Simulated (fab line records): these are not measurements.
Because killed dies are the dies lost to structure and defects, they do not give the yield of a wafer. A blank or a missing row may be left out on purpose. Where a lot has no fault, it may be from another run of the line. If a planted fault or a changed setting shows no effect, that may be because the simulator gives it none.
Comparing a struck lot with a sound one	flow gf180mcu	23 steps out of a route of 602
Sound: wafers L315.3, L315.4, L315.6. Struck: wafers L309.2, L309.5, L309.6. The cause comes at the end.
Each step with rows lists, per side, the tool, then ch with its chambers, then its first start. Under that, the readings that differ: sound wafers	struck wafers	difference of the means	sigmas: that difference in standard deviations of wafers without a fault.
alike: readings with means less than 2 such deviations apart, plus words and numbers identical on both sides. not compared: withheld readings, readings lacking a value on some wafer, bounds such as >300 that could conceal the same value, and numbers that have no deviation in the record and whose values overlap.
Wherever a step has rows on one side only, a row that says differs or no value, or a row with sigmas, the two part there. Numbers that don't overlap but have no deviation are shown without sigmas and don't part them. A reading missing from all wafers of one side parts the sides only when that side holds two or more wafers.

first, 4 steps without rows for these wafers: GF_NSD_SOFTBAKE_03 (time 60 s); GF_NSD_EXPOSE_04 (exposes mask Nplus, target cd 400 nm); GF_NSD_PEB_05; GF_NSD_DEVELOP_06 (develop time 60 s).
GF_NSD_CD_MEAS_07: the cd target is 400 nm.
  sound: cd sem-02 at day 19 19:44; struck: cd sem-01 at day 17 09:09
reading	sound	struck	difference	sigmas
cd nm (nm)	404.3 403.7 402.8	398.4 400.4 397.5	-4.8	-2
GF_NSD_OVL_MEAS_08:
  sound: overlay-01 at day 19 19:50; struck: overlay-01 at day 17 09:16
  alike: NSD_OVL
then, 2 steps without rows for these wafers: GF_NSD_IMPLANT_09; GF_NSD_IMPLANT_10.
GF_NSD_STRIP_11: strips in O2/N2.
  sound on plasma asher-04 ch 0,1, day 19 20:11; struck on plasma asher-04 ch 0,1, day 17 09:35
  alike: drypump motor current A, heater power w, oes product au, strip time to endpoint s
  not compared: rf hours counter h
GF_NSD_TW_MEAS_12:
  sound: film metro-04 at day 19 20:16; struck: film metro-01 at day 17 09:42
  alike: NSD_TW
then, 2 steps without rows for these wafers: GF_PSD_DEHYDRATE_00 (time 60 s); GF_PSD_HMDS_01 (prime time 60 s).
GF_PSD_COAT_02: resist thk 1000 nm.
  sound on litho track-04 ch 0, day 20 08:19; struck on litho track-01 ch 0, day 17 20:21
reading	sound	struck	difference	sigmas
spin speed rpm (rpm)	3001.2 2999.8 3000.9	3150.3 3155.2 3153.6	+152.4	+64
model.NOVOLAK_of_PSD_COAT_02.thk nm (nm)	1002 999.9 1003	979.8 978.4 975.2	-23.8	
then, 3 steps without rows for these wafers: GF_PSD_SOFTBAKE_03 (time 60 s); GF_PSD_EXPOSE_04 (exposes mask Pplus, target cd 400 nm); GF_PSD_PEB_05.
GF_PSD_DEVELOP_06: develop time 60 s.
  sound on litho track-02 ch 0, day 20 20:29; struck on litho track-04 ch 0, day 18 08:27
reading	sound	struck	difference	sigmas
model.NOVOLAK_of_PSD_COAT_02.thk nm (nm)	1002 999.5 1003	979.3 978 974.8	-24.1	
GF_PSD_CD_MEAS_07: the cd target is 400 nm.
  sound: cd sem-01 at day 20 20:37; struck: cd sem-02 at day 18 08:35
  alike: cd nm
GF_PSD_OVL_MEAS_08:
  sound: overlay-02 at day 20 20:43; struck: overlay-01 at day 18 08:42
  alike: PSD_OVL
then, 1 step without rows for these wafers: GF_PSD_IMPLANT_09.
GF_PSD_STRIP_10: strips in O2/N2.
  sound on plasma asher-01 ch 0,1, day 20 20:55; struck on plasma asher-02 ch 0,1, day 18 08:53
reading	sound	struck	difference	sigmas
strip time to endpoint s (s)	16.51 16.51 16.56	16.31 16.29 16.27	-0.24	-6
  alike: drypump motor current A, heater power w, oes product au
  not compared: rf hours counter h
GF_PSD_TW_MEAS_11:
  sound: film metro-01 at day 20 21:01; struck: film metro-02 at day 18 08:59
reading	sound	struck	difference	sigmas
PSD_TW	3219 3235 3225	3138 3126 3146	-90	-3
then, 1 step without rows for these wafers: GF_PASSIVATION_PROBE_99.

WHERE THEY PART
At GF_NSD_CD_MEAS_07 first; at GF_PSD_TW_MEAS_11 last (within this record only).

WHY: what had been put in by the simulator
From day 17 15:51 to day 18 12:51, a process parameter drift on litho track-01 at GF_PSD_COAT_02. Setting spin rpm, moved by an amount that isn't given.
